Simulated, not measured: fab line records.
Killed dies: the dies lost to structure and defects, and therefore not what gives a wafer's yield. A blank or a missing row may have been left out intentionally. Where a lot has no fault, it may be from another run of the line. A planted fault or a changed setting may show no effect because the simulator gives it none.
2 desks looking at one fault | flow sky130 | every desk sees just its own numbers, and what lay behind them comes last

## AT THE TOOL OWNER'S DESK: rieSi-02
The tool's own readings at SKY_POLY_GATE_ETCH_17 (etches poly-Si in HBr/Cl2, stops on SiO2, target depth 180 nm, time 70.5 s): means of the sampled wafers that have a number, for each lot that ran on this tool. Any lot whose mean is over 4 standard deviations away from the usual mean is out of limits and marked OUT; that distance is given in the brackets.
Columns: A = biasW at SKY_POLY_GATE_ETCH_17, usual 100.00 W; B = drypumpMotorCurrentA at SKY_POLY_GATE_ETCH_17, usual 5.9 A; C = oesProductAu at SKY_POLY_GATE_ETCH_17, usual 0.984 a.u.; D = throttleValvePct at SKY_POLY_GATE_ETCH_17, usual 33.684 %
lot  | first seen here | A                | B   | C     | D
L527 | day 18 08:16    | 110.07 (+36) OUT | 6.0 | 0.988 | 33.677
L528 | day 18 20:28    | 109.89 (+35) OUT | 6.2 | 0.982 | 33.678
L540 | day 23 05:34    | 100.37           | 6.5 | 0.980 | 33.693
Finding of this desk: L527, L528 out of limits; the first was L527 at day 18 08:16, on biasW at SKY_POLY_GATE_ETCH_17. In limits: L540.

## FROM THE METROLOGY DESK
Lot by lot, what the gauges showed, no matter which tool ran the lot: averages of those sampled wafers that carry a number. Any lot whose mean is over 4 standard deviations away from the usual mean is out of limits and marked OUT; that distance is given in the brackets.
Columns: A = cdNm at SKY_POLY_GATE_CD_MEAS_13, usual 150.0 nm; B = POLY_GATE_OVL at SKY_POLY_GATE_OVL_MEAS_14, usual 2 nm
lot  | first seen here | A     | B
L521 | day 16 05:16    | 149.8 | 4
L527 | day 18 07:56    | 150.9 | 1
L528 | day 18 20:08    | 148.6 | -3
L535 | day 21 13:42    | 151.3 | 2
L540 | day 23 05:15    | 149.7 | 6
L541 | day 23 14:13    | 149.2 | -2
Result from this desk: across the 6 lots, nothing is out of limits.

## ALL TOGETHER
On L527, L528, at day 18 08:16, an alarm was possible from the tool owner's desk.
At the metrology desk, nothing out of limits was observed.
The metrology desk has L527, L528 on record, within its limits.
Every lot named ran SKY_POLY_GATE_ETCH_17 on rieSi-02.

## WHAT THE SIMULATOR HAD INSERTED
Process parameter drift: rieSi-02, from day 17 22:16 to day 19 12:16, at SKY_POLY_GATE_ETCH_17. The setting biasW was moved by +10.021, starting from 100. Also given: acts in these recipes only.
Struck lots among those shown: L527, L528.
Each desk's first reading out of limits, in hours after the fault started: the tool owner's desk, 10.
